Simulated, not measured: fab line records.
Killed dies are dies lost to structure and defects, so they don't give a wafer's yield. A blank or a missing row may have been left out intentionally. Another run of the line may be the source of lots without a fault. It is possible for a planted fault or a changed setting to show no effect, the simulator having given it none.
The tool behind it: which one?	flow gf180mcu	39 wafers from 13 lots sampled at 3 of the route's 602 steps

== WHAT EACH GAUGE READ, for each wafer ==
GF_STI_BOW_MEAS_00.
lot	measured	on	INCOMING_BOW (um)
L468	day 1 10:00	film metro-02	5 -13 1
L469	day 1 15:02	film metro-01	4 5 0
L471	day 2 01:00	film metro-03	-4 -4 0
L472	day 2 06:00	film metro-02	1 2 8
L473	day 2 11:00	film metro-03	3 -3 13
L474	day 2 16:02	film metro-01	-5 -4 1
L476	day 3 02:00	film metro-02	-1 2 -8
L477	day 3 07:02	film metro-03	4 5 -4
L478	day 3 12:00	film metro-02	-3 4 10
L479	day 3 17:01	film metro-02	-4 -4 1
L488	day 5 14:01	film metro-02	0 -3 8
L489	day 5 19:00	film metro-03	3 9 -5
L490	day 6 00:02	film metro-01	-6 -2 -5

GF_VT_IMPLANT_RS_MEAS_47: a four-point-probe measurement.
lot	measured	on	NWELL_RS (ohm/sq)
L468	day 7 14:53	film metro-03	488.4 487.8 487.0
L469	day 7 21:50	film metro-01	486.1 485.4 485.6
L471	day 8 09:19	film metro-01	488.1 488.0 487.9
L472	day 8 18:05	film metro-03	487.7 487.1 486.6
L473	day 8 23:58	film metro-03	485.8 487.6 488.2
L474	day 9 07:44	film metro-01	487.5 488.0 487.8
L476	day 9 22:04	film metro-01	488.1 486.9 486.8
L477	day 10 03:22	film metro-01	499.2 500.7 499.0
L478	day 10 08:42	film metro-03	499.6 500.1 499.2
L479	day 10 15:25	film metro-04	500.3 501.1 502.6
L488	day 13 06:08	film metro-01	488.3 488.0 487.2
L489	day 13 13:14	film metro-01	488.6 489.0 489.5
L490	day 13 19:15	film metro-04	488.7 489.7 489.2

== TOOL THAT RAN EACH LOT (tool first, then ch and the chambers of the sampled wafers, then the start) ==
lot	GF_NWELL_IMPLANT_08
L468	implanter-03 ch 0, day 3 06:58
L469	implanter-04 ch 0, day 3 13:23
L471	implanter-03 ch 0, day 3 23:25
L472	implanter-04 ch 0, day 4 05:46
L473	implanter-02 ch 0, day 4 11:46
L474	implanter-03 ch 0, day 4 15:31
L476	implanter-02 ch 0, day 5 04:28
L477	implanter-03 ch 0, day 5 09:35
L478	implanter-03 ch 0, day 5 14:58
L479	implanter-03 ch 0, day 5 18:50
L488	implanter-04 ch 0, day 7 21:28
L489	implanter-02 ch 0, day 8 03:44
L490	implanter-04 ch 0, day 8 07:23
- GF_NWELL_IMPLANT_08

== AS READ BY THE TOOLS THEMSELVES (means over the sampled wafers that have a number; for cases with no such wafer, the mark the record gives instead) ==
GF_NWELL_IMPLANT_08.
lot	tool	beam energy keV	beam on s (s)
L468	implanter-03	449.99	10.07
L469	implanter-04	449.97	10.25
L471	implanter-03	450.09	9.81
L472	implanter-04	450.09	9.90
L473	implanter-02	449.85	10.15
L474	implanter-03	449.83	10.34
L476	implanter-02	449.83	9.90
L477	implanter-03	398.93	9.94
L478	implanter-03	399.07	9.94
L479	implanter-03	399.04	10.05
L488	implanter-04	450.04	9.94
L489	implanter-02	449.86	10.08
L490	implanter-04	449.90	10.07

== THE ANSWER, worked out from the rows above alone ==
Rule: usual is defined by the lots themselves. Put in order of their means at a reading, lots are off if they are a third of the lots or fewer, leave a main group of 4 or more, and stand apart from it by a gap of 3 or more times the standard deviation of the main group's means; of several such gaps the widest counts. If all means in a main group match to the digits the tables above print for the reading, that group is not used. A lot without any number at a reading at which 4 lots or more have one is off too. Any other lot the step has rows for is counted as sound. After the gauges, taken in route order, come the tools' own readings; for these a lot's mean is taken, as printed above. The first step at which some lot is off is used, and at that step the reading that is off furthest; a lot without a number counts as furthest.
Off: at GF_VT_IMPLANT_RS_MEAS_47 (NWELL_RS), L477, L478, L479. Main group: mean 487.7 ohm/sq, sd 0.94.
If a tool, at a process step before that reading, ran all the lots that are off and no sound lot after the first of them, it fits. Not tried: the gauges at GF_VT_IMPLANT_RS_MEAS_47; whatever is off there is also off at GF_NWELL_IMPLANT_08, on other tools, and gauge error can't account for it. One fits: implanter-03 at GF_NWELL_IMPLANT_08. A fault onset in the window from L474 (day 4 15:31, its last sound lot) to L477 (day 5 09:35, its first lot off) fits.
On the lots that are off, the tool's own readings at GF_NWELL_IMPLANT_08 differ by more than 5 times the standard deviation of the sound lots' means, which bears it out; beam energy keV reads 399.01 there versus 449.94 on the sound lots.

== WHAT HAD BEEN PUT IN BY THE SIMULATOR ==
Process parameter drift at GF_NWELL_IMPLANT_08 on implanter-03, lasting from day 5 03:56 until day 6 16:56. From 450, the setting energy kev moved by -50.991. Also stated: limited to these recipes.
Lots struck among those shown: L477, L478, L479. The rule above found the same.
